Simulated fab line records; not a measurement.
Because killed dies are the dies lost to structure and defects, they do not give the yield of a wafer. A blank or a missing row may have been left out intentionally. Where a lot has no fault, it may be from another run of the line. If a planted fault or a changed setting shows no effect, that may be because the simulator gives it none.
Matching of chambers | flow sky130 | SKY_POLY_GATE_ETCH_15 on rie diel-04: 4 sister chambers
The step etches BARC in N2/H2, stops on SiO2, time 118.5 s, target depth 110 nm. 8 wafers are shown with their chamber, then 7 later ones without.

WAFERS PAIRED WITH THEIR CHAMBERS
wafer  | chamber | drypump motor current A (A) | throttle valve pct (%)
L787.4 | 3       | 5.3                         | 13.207
L802.4 | 3       | 5.2                         | 13.209
L802.6 | 1       | 4.8                         | 13.206
L804.1 | 0       | 6.3                         | 13.217
L804.5 | 1       | 4.7                         | 13.209
L804.6 | 2       | 5.5                         | 13.216
L805.2 | 0       | 6.3                         | 13.208
L805.4 | 2       | 5.5                         | 13.212

WAFERS WITH NO CHAMBER GIVEN
wafer  | drypump motor current A (A) | throttle valve pct (%)
L805.6 | 5.3                         | 13.218
L807.2 | 4.7                         | 13.214
L807.4 | 5.5                         | 13.214
L807.6 | 5.3                         | 13.218
L809.1 | 5.5                         | 13.204
L809.3 | 5.3                         | 13.207
L809.5 | 5.5                         | 13.217

WHICH CHAMBER EACH WENT THROUGH
wafer  | from the rows above     | in truth
L805.6 | can't be placed: 3 or 2 | 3
L807.2 | 1                       | 1
L807.4 | 2                       | 2
L807.6 | can't be placed: 3 or 2 | 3
L809.1 | 2                       | 2
L809.3 | 3                       | 3
L809.5 | 2                       | 2
Placed correctly: 5 of 7. Not placeable from these rows: 2 (in 2, the candidates include the true chamber). 0 placed wrongly.
How it was worked out, from the rows above alone: a wafer's distance from a chamber is the root of the sum, over the readings, of the square of ((its reading less the chamber's mean) divided by the reading's scatter). If the next closest chamber is less than 2 further off than the closest, the wafer can't be placed; otherwise it belongs to the closest. The mean given for a chamber averages the wafers shown for that chamber. The scatter: take each reading less its chamber's mean, square it, sum over the shown wafers, divide by the number of wafers less the number of chambers, and take the root.
